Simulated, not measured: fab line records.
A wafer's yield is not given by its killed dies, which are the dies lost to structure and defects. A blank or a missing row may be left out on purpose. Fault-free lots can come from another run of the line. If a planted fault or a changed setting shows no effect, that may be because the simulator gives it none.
Which tool did it? || flow sky130 || 33 wafers from 11 lots sampled at 6 of the route's 708 steps

== WHAT EACH GAUGE READ, for each wafer ==
SKY_FIELD_ISO_THK_MEAS_02. Usual: FIELD_ISO_OXIDATION_00_THK 12.13 nm, standard deviation 0.19.
{"lot": "L326", "measured": "day 1 18:25", "on": "film_metro-04", "FIELD_ISO_OXIDATION_00_THK (nm)": "12.06 12.22 11.99", "flag": ""}
{"lot": "L327", "measured": "day 1 22:42", "on": "film_metro-02", "FIELD_ISO_OXIDATION_00_THK (nm)": "12.11 11.95 12.08", "flag": ""}
{"lot": "L328", "measured": "day 2 02:38", "on": "film_metro-04", "FIELD_ISO_OXIDATION_00_THK (nm)": "12.38 12.34 12.31", "flag": ""}
{"lot": "L329", "measured": "day 2 08:08", "on": "film_metro-02", "FIELD_ISO_OXIDATION_00_THK (nm)": "12.20 12.14 12.20", "flag": ""}
{"lot": "L331", "measured": "day 2 17:38", "on": "film_metro-04", "FIELD_ISO_OXIDATION_00_THK (nm)": "12.03 12.19 12.18", "flag": ""}
{"lot": "L334", "measured": "day 3 09:33", "on": "film_metro-02", "FIELD_ISO_OXIDATION_00_THK (nm)": "11.91 11.86 12.09", "flag": ""}
{"lot": "L338", "measured": "day 4 05:12", "on": "film_metro-02", "FIELD_ISO_OXIDATION_00_THK (nm)": "12.28 12.17 12.24", "flag": ""}
{"lot": "L343", "measured": "day 5 05:56", "on": "film_metro-01", "FIELD_ISO_OXIDATION_00_THK (nm)": "12.16 12.33 12.30", "flag": ""}
{"lot": "L344", "measured": "day 5 10:56", "on": "film_metro-01", "FIELD_ISO_OXIDATION_00_THK (nm)": "12.27 12.13 12.16", "flag": ""}
{"lot": "L345", "measured": "day 5 15:48", "on": "film_metro-02", "FIELD_ISO_OXIDATION_00_THK (nm)": "11.94 11.98 12.14", "flag": ""}
{"lot": "L348", "measured": "day 6 07:57", "on": "film_metro-04", "FIELD_ISO_OXIDATION_00_THK (nm)": "12.17 12.15 12.25", "flag": ""}

SKY_NWELL_OVL_MEAS_10. Usual: NWELL_00_OVL 0.0 nm, standard deviation 1.4.
{"lot": "L326", "measured": "day 4 19:11", "on": "overlay-01", "NWELL_00_OVL (nm)": "1.8 0.4 -0.3", "flag": ""}
{"lot": "L327", "measured": "day 4 23:53", "on": "overlay-02", "NWELL_00_OVL (nm)": "0.6 -0.2 0.7", "flag": ""}
{"lot": "L328", "measured": "day 5 05:26", "on": "overlay-02", "NWELL_00_OVL (nm)": "0.7 0.3 1.3", "flag": ""}
{"lot": "L329", "measured": "day 5 12:02", "on": "overlay-02", "NWELL_00_OVL (nm)": "1.3 0.3 1.8", "flag": ""}
{"lot": "L331", "measured": "day 5 22:59", "on": "overlay-01", "NWELL_00_OVL (nm)": "0.6 -1.3 0.6", "flag": ""}
{"lot": "L334", "measured": "day 6 21:52", "on": "overlay-02", "NWELL_00_OVL (nm)": "- - -", "flag": "OFF"}
{"lot": "L338", "measured": "day 7 19:08", "on": "overlay-01", "NWELL_00_OVL (nm)": "-1.2 1.4 1.9", "flag": ""}
{"lot": "L343", "measured": "day 9 00:29", "on": "overlay-01", "NWELL_00_OVL (nm)": "-0.9 0.1 -1.8", "flag": ""}
{"lot": "L344", "measured": "day 9 02:50", "on": "overlay-01", "NWELL_00_OVL (nm)": "0.0 0.9 1.4", "flag": ""}
{"lot": "L345", "measured": "day 9 09:23", "on": "overlay-01", "NWELL_00_OVL (nm)": "-0.8 -2.3 -1.3", "flag": ""}
{"lot": "L348", "measured": "day 10 06:47", "on": "overlay-02", "NWELL_00_OVL (nm)": "2.6 1.6 0.1", "flag": ""}

SKY_NWELL_TW_MEAS_15. Usual: NWELL_TW 1813, standard deviation 8.3.
{"lot": "L326", "measured": "day 4 19:47", "on": "film_metro-02", "NWELL_TW": "1814 1809 1812", "flag": ""}
{"lot": "L327", "measured": "day 5 00:29", "on": "film_metro-01", "NWELL_TW": "1804 1805 1801", "flag": ""}
{"lot": "L328", "measured": "day 5 06:02", "on": "film_metro-03", "NWELL_TW": "1824 1817 1814", "flag": ""}
{"lot": "L329", "measured": "day 5 12:38", "on": "film_metro-02", "NWELL_TW": "1817 1813 1807", "flag": ""}
{"lot": "L331", "measured": "day 5 23:35", "on": "film_metro-03", "NWELL_TW": "1823 1818 1819", "flag": ""}
{"lot": "L334", "measured": "day 6 22:28", "on": "film_metro-02", "NWELL_TW": "30 30 30", "flag": "OFF"}
{"lot": "L338", "measured": "day 7 19:44", "on": "film_metro-03", "NWELL_TW": "1807 1810 1812", "flag": ""}
{"lot": "L343", "measured": "day 9 01:05", "on": "film_metro-03", "NWELL_TW": "1831 1820 1820", "flag": ""}
{"lot": "L344", "measured": "day 9 03:26", "on": "film_metro-02", "NWELL_TW": "1826 1821 1818", "flag": ""}
{"lot": "L345", "measured": "day 9 09:58", "on": "film_metro-01", "NWELL_TW": "1791 1806 1801", "flag": ""}
{"lot": "L348", "measured": "day 10 07:23", "on": "film_metro-03", "NWELL_TW": "1825 1819 1810", "flag": ""}

SKY_NWELL_TW_MEAS_26. Usual: NWELL_2_TW 493.3, standard deviation 2.9.
{"lot": "L326", "measured": "day 5 13:47", "on": "film_metro-01", "NWELL_2_TW": "493.9 492.7 493.5", "flag": ""}
{"lot": "L327", "measured": "day 5 18:41", "on": "film_metro-02", "NWELL_2_TW": "493.9 494.1 493.0", "flag": ""}
{"lot": "L328", "measured": "day 6 00:14", "on": "film_metro-01", "NWELL_2_TW": "489.9 491.5 489.8", "flag": ""}
{"lot": "L329", "measured": "day 6 07:38", "on": "film_metro-03", "NWELL_2_TW": "494.6 497.2 495.6", "flag": ""}
{"lot": "L331", "measured": "day 6 17:53", "on": "film_metro-03", "NWELL_2_TW": "493.3 491.6 493.0", "flag": ""}
{"lot": "L334", "measured": "day 7 18:25", "on": "film_metro-03", "NWELL_2_TW": "1830.3 1818.8 1824.4", "flag": "OFF"}
{"lot": "L338", "measured": "day 8 15:44", "on": "film_metro-01", "NWELL_2_TW": "488.8 491.0 489.5", "flag": ""}
{"lot": "L343", "measured": "day 9 23:14", "on": "film_metro-01", "NWELL_2_TW": "490.0 488.7 491.2", "flag": ""}
{"lot": "L344", "measured": "day 10 01:23", "on": "film_metro-02", "NWELL_2_TW": "493.1 491.8 491.9", "flag": ""}
{"lot": "L345", "measured": "day 10 07:50", "on": "film_metro-01", "NWELL_2_TW": "494.0 491.8 495.1", "flag": ""}
{"lot": "L348", "measured": "day 11 06:20", "on": "film_metro-02", "NWELL_2_TW": "497.1 493.9 498.0", "flag": ""}

SKY_VT_ADJUST_NCORE_OVL_MEAS_08. Usual: VT_ADJUST_NCORE_OVL 0.0 nm, standard deviation 1.4.
{"lot": "L326", "measured": "day 8 18:50", "on": "overlay-02", "VT_ADJUST_NCORE_OVL (nm)": "-1.9 -0.2 -0.9", "flag": ""}
{"lot": "L327", "measured": "day 9 00:50", "on": "overlay-02", "VT_ADJUST_NCORE_OVL (nm)": "0.7 0.2 1.1", "flag": ""}
{"lot": "L328", "measured": "day 9 07:25", "on": "overlay-02", "VT_ADJUST_NCORE_OVL (nm)": "0.2 0.9 0.0", "flag": ""}
{"lot": "L329", "measured": "day 9 16:07", "on": "overlay-02", "VT_ADJUST_NCORE_OVL (nm)": "1.2 0.6 1.5", "flag": ""}
{"lot": "L331", "measured": "day 10 04:22", "on": "overlay-01", "VT_ADJUST_NCORE_OVL (nm)": "2.2 1.7 0.9", "flag": ""}
{"lot": "L334", "measured": "day 11 10:52", "on": "overlay-01", "VT_ADJUST_NCORE_OVL (nm)": "-1.1 -2.5 -3.0", "flag": ""}
{"lot": "L338", "measured": "day 12 11:25", "on": "overlay-02", "VT_ADJUST_NCORE_OVL (nm)": "0.5 2.0 0.3", "flag": ""}
{"lot": "L343", "measured": "day 14 00:07", "on": "overlay-02", "VT_ADJUST_NCORE_OVL (nm)": "0.6 -1.7 0.5", "flag": ""}
{"lot": "L344", "measured": "day 14 01:54", "on": "overlay-01", "VT_ADJUST_NCORE_OVL (nm)": "0.3 1.6 0.6", "flag": ""}
{"lot": "L345", "measured": "day 14 09:01", "on": "overlay-01", "VT_ADJUST_NCORE_OVL (nm)": "-0.9 -0.9 0.0", "flag": ""}
{"lot": "L348", "measured": "day 15 11:34", "on": "overlay-02", "VT_ADJUST_NCORE_OVL (nm)": "-0.6 0.5 -1.2", "flag": ""}

== WHAT TOOL EACH LOT RAN ON (gives the tool, then ch and the chambers of the sampled wafers, and finally the start) ==
{"lot": "L326", "SKY_NWELL_EXPOSE_07": "iline_stepper-01 ch 0, day 4 10:34"}
{"lot": "L327", "SKY_NWELL_EXPOSE_07": "iline_stepper-01 ch 0, day 4 15:47"}
{"lot": "L328", "SKY_NWELL_EXPOSE_07": "iline_stepper-02 ch 0, day 4 20:58"}
{"lot": "L329", "SKY_NWELL_EXPOSE_07": "iline_stepper-01 ch 0, day 5 03:13"}
{"lot": "L331", "SKY_NWELL_EXPOSE_07": "iline_stepper-02 ch 0, day 5 14:16"}
{"lot": "L334", "SKY_NWELL_EXPOSE_07": "iline_stepper-01 ch 0, day 6 12:30"}
{"lot": "L338", "SKY_NWELL_EXPOSE_07": "iline_stepper-01 ch 0, day 7 09:37"}
{"lot": "L343", "SKY_NWELL_EXPOSE_07": "iline_stepper-02 ch 0, day 8 14:16"}
{"lot": "L344", "SKY_NWELL_EXPOSE_07": "iline_stepper-01 ch 0, day 8 17:44"}
{"lot": "L345", "SKY_NWELL_EXPOSE_07": "iline_stepper-02 ch 0, day 8 22:10"}
{"lot": "L348", "SKY_NWELL_EXPOSE_07": "iline_stepper-01 ch 0, day 9 19:53"}
- SKY_NWELL_EXPOSE_07: exposes mask NWM, target cd 840 nm.

== WHAT THE TOOLS THEMSELVES READ (means of the sampled wafers that have a number; where no wafer has one, the mark that the record gives instead) ==
SKY_NWELL_EXPOSE_07. Usual: 254.95 for exposure_dose_mJ_cm2, sd 0.27.
{"lot": "L326", "tool": "iline_stepper-01", "exposure_dose_mJ_cm2": 254.75, "flag": ""}
{"lot": "L327", "tool": "iline_stepper-01", "exposure_dose_mJ_cm2": 254.98, "flag": ""}
{"lot": "L328", "tool": "iline_stepper-02", "exposure_dose_mJ_cm2": 254.86, "flag": ""}
{"lot": "L329", "tool": "iline_stepper-01", "exposure_dose_mJ_cm2": 254.91, "flag": ""}
{"lot": "L331", "tool": "iline_stepper-02", "exposure_dose_mJ_cm2": 254.94, "flag": ""}
{"lot": "L334", "tool": "iline_stepper-01", "exposure_dose_mJ_cm2": 254.87, "flag": ""}
{"lot": "L338", "tool": "iline_stepper-01", "exposure_dose_mJ_cm2": 254.69, "flag": ""}
{"lot": "L343", "tool": "iline_stepper-02", "exposure_dose_mJ_cm2": 254.99, "flag": ""}
{"lot": "L344", "tool": "iline_stepper-01", "exposure_dose_mJ_cm2": 255.13, "flag": ""}
{"lot": "L345", "tool": "iline_stepper-02", "exposure_dose_mJ_cm2": 255.36, "flag": ""}
{"lot": "L348", "tool": "iline_stepper-01", "exposure_dose_mJ_cm2": 255.12, "flag": ""}

== THE ANSWER, worked out from the rows above alone ==
Rule: take the mean of a lot's wafers that have a number; if it is more than 3 standard deviations from the usual mean, the lot is off. A lot without any number at a reading at which 4 lots or more have one is off too. Any other lot the step has rows for is counted as sound. After the gauges, taken in route order, come the tools' own readings; for these a lot's mean is taken, as printed above. The first step at which some lot is off is used, and at that step the reading that is off furthest; a lot without a number counts as furthest.
Off: L334, seen at SKY_NWELL_OVL_MEAS_10 (NWELL_00_OVL). Without a number there: L334.
A tool fits if, at a process step before that reading, it ran every lot that is off, and no sound lot after the first of them. The gauges at SKY_NWELL_OVL_MEAS_10 aren't tried: what is off there is off at SKY_NWELL_TW_MEAS_15 too, on other tools, and a gauge's error can't cause that. None of those tried fits.

== WHAT HAD BEEN PUT IN BY THE SIMULATOR ==
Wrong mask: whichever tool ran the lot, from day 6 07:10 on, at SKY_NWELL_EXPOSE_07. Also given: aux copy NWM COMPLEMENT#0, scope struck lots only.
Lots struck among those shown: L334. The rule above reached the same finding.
